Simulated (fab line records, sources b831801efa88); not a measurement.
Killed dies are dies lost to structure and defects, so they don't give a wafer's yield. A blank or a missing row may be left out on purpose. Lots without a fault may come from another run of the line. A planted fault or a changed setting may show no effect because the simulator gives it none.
Which tool did it? | flow sky130 | 15 lots, 45 wafers sampled, at 4 steps of a route of 708

WHAT THE GAUGES READ, wafer by wafer
SKY_CONTACT_CD_MEAS_14: target cd 170 nm.
lot  | measured     | on        | cd_nm (nm)
L295 | day 31 20:47 | cd_sem-01 | 170.2 171.5 171.1
L297 | day 32 03:28 | cd_sem-01 | 169.1 167.8 169.6
L298 | day 32 10:08 | cd_sem-02 | 168.8 169.2 171.0
L299 | day 33 04:05 | cd_sem-02 | 173.0 173.9 172.7
L300 | day 33 05:29 | cd_sem-02 | 170.1 168.7 171.6
L310 | day 37 03:07 | cd_sem-01 | 168.7 168.3 167.9
L311 | day 37 06:52 | cd_sem-02 | 170.5 169.7 170.2
L312 | day 38 05:07 | cd_sem-01 | 170.3 169.5 170.4
L314 | day 38 06:16 | cd_sem-02 | 169.1 169.1 169.0
L315 | day 38 05:56 | cd_sem-02 | 170.6 169.5 170.4
L317 | day 38 11:56 | cd_sem-01 | 169.8 170.6 169.1
L318 | day 38 17:38 | cd_sem-01 | 168.3 169.0 168.2

WHICH TOOL RAN EACH LOT (tool, then ch and the chambers of the sampled wafers, then the start)
lot  | SKY_LDD_HVP_STRIP_09                 | SKY_LI_CONTACT_PEB_10             | SKY_LI_CONTACT_SPUTTER_20
L295 | plasma_asher-01 ch 0,1, day 21 14:01 | litho_track-02 ch 0, day 29 03:00 | pvd_sputter-02, day 29 04:49
L297 | plasma_asher-01 ch 0,1, day 22 03:04 | litho_track-01 ch 0, day 29 17:00 | pvd_sputter-04, day 29 18:10
L298 | plasma_asher-04 ch 0,1, day 22 16:26 | litho_track-02 ch 0, day 30 03:00 | pvd_sputter-04, day 30 03:59
L299 | plasma_asher-02 ch 0,1, day 23 07:49 | litho_track-01 ch 0, day 30 15:00 | pvd_sputter-01, day 30 16:13
L300 | plasma_asher-02 ch 0,1, day 23 11:29 | litho_track-02 ch 0, day 30 19:00 | pvd_sputter-04, day 30 20:13
L301 | plasma_asher-01 ch 0,1, day 23 14:43 | litho_track-03, day 30 23:00      | pvd_sputter-04, day 31 00:22
L302 | plasma_asher-02 ch 0,1, day 24 00:14 | litho_track-02, day 31 04:00      | pvd_sputter-02, day 31 05:40
L303 | plasma_asher-01 ch 0,1, day 24 12:13 | litho_track-02, day 31 22:00      | pvd_sputter-01, day 31 23:11
L310 | plasma_asher-04 ch 0,1, day 27 19:25 | litho_track-01 ch 0, day 34 19:00 | pvd_sputter-04, day 34 20:53
L311 | plasma_asher-01 ch 0, day 27 22:41   | litho_track-03 ch 0, day 34 22:00 | pvd_sputter-02, day 34 23:55
L312 | plasma_asher-02 ch 0,1, day 28 13:01 | litho_track-03 ch 0, day 35 21:00 | pvd_sputter-02, day 35 22:35
L314 | plasma_asher-01 ch 0,1, day 28 14:37 | litho_track-03 ch 0, day 35 22:00 | pvd_sputter-01, day 35 23:44
L315 | plasma_asher-02 ch 0,1, day 29 00:31 | litho_track-01 ch 0, day 35 22:00 | pvd_sputter-02, day 35 23:28
L317 | plasma_asher-01 ch 0,1, day 29 08:56 | litho_track-03 ch 0, day 36 05:00 | pvd_sputter-02, day 36 06:08
L318 | plasma_asher-01 ch 0,1, day 29 16:10 | litho_track-02 ch 0, day 36 11:00 | pvd_sputter-02, day 36 12:32
- SKY_LDD_HVP_STRIP_09: strips in O2/N2.
- SKY_LI_CONTACT_PEB_10
- SKY_LI_CONTACT_SPUTTER_20: material TiN, target thk 20 nm, time 80 s.

WHAT THE TOOLS THEMSELVES READ (means of the sampled wafers that have a number; where no wafer has one, the mark that the record gives instead)
SKY_LDD_HVP_STRIP_09.
lot  | tool            | drypump_motor_current_A (A) | oes_product_au (a.u.) | strip_time_to_endpoint_s (s)
L295 | plasma_asher-01 | 5.3                         | 0.408                 | 4.131
L297 | plasma_asher-01 | 5.3                         | 0.412                 | 4.145
L298 | plasma_asher-04 | 5.8                         | 0.404                 | 4.115
L299 | plasma_asher-02 | 5.8                         | 0.410                 | 4.142
L300 | plasma_asher-02 | 5.8                         | 0.406                 | 4.135
L301 | plasma_asher-01 | 5.8                         | 0.407                 | 4.135
L302 | plasma_asher-02 | 6.0                         | 0.411                 | 4.138
L303 | plasma_asher-01 | 5.8                         | 0.408                 | 4.114
L310 | plasma_asher-04 | 5.6                         | 0.408                 | 4.126
L311 | plasma_asher-01 | 6.3                         | 0.408                 | 4.127
L312 | plasma_asher-02 | 6.0                         | 0.411                 | 4.136
L314 | plasma_asher-01 | 5.8                         | 0.407                 | 4.131
L315 | plasma_asher-02 | 6.0                         | 0.407                 | 4.142
L317 | plasma_asher-01 | 5.3                         | 0.407                 | 4.119
L318 | plasma_asher-01 | 5.8                         | 0.405                 | 4.137

SKY_LI_CONTACT_PEB_10.
lot  | tool           | exhaust_pa (Pa)
L295 | litho_track-02 | 44.0
L297 | litho_track-01 | 44.9
L298 | litho_track-02 | 45.6
L299 | litho_track-01 | 44.8
L300 | litho_track-02 | 45.4
L301 | litho_track-03 | -
L302 | litho_track-02 | -
L303 | litho_track-02 | -
L310 | litho_track-01 | 44.5
L311 | litho_track-03 | 44.7
L312 | litho_track-03 | 43.5
L314 | litho_track-03 | 45.1
L315 | litho_track-01 | 43.8
L317 | litho_track-03 | 45.1
L318 | litho_track-02 | 44.8

SKY_LI_CONTACT_SPUTTER_20.
lot  | tool           | throttle_valve_pct (%)
L295 | pvd_sputter-02 | 30.3
L297 | pvd_sputter-04 | 30.1
L298 | pvd_sputter-04 | 31.5
L299 | pvd_sputter-01 | 28.7
L300 | pvd_sputter-04 | 30.8
L301 | pvd_sputter-04 | 31.0
L302 | pvd_sputter-02 | 30.0
L303 | pvd_sputter-01 | 29.3
L310 | pvd_sputter-04 | 30.1
L311 | pvd_sputter-02 | 30.3
L312 | pvd_sputter-02 | 30.0
L314 | pvd_sputter-01 | 29.8
L315 | pvd_sputter-02 | 30.4
L317 | pvd_sputter-02 | 30.3
L318 | pvd_sputter-02 | 30.0

THE ANSWER, worked out from the rows above alone
Rule: what is usual is taken from the lots themselves. Put in order of their means at a reading, lots are off if they are a third of the lots or fewer, leave a main group of 4 or more, and stand apart from it by a gap of 3 or more times the standard deviation of the main group's means; of several such gaps the widest counts. A main group whose means are all the same, to the digits that the tables above print for the reading, isn't used. A lot without any number at a reading at which 4 lots or more have one is off too. The other lots that the step has rows for count as sound. The gauges are gone through in route order, then the tools' own readings, and for those a lot's mean is taken as printed above. The first step at which some lot is off is used, and at that step the reading that is off furthest; a lot without a number counts as furthest.
Off: L301, L302, L303, at SKY_LI_CONTACT_PEB_10 (exhaust_pa). Without a number there: L301, L302, L303. The main group: mean 44.7 Pa, standard deviation 0.61.
A tool fits if, at that step or a process step before it, it ran every lot that is off, and no sound lot after the first of them. None of those tried fits.

WHAT THE SIMULATOR HAD PUT IN
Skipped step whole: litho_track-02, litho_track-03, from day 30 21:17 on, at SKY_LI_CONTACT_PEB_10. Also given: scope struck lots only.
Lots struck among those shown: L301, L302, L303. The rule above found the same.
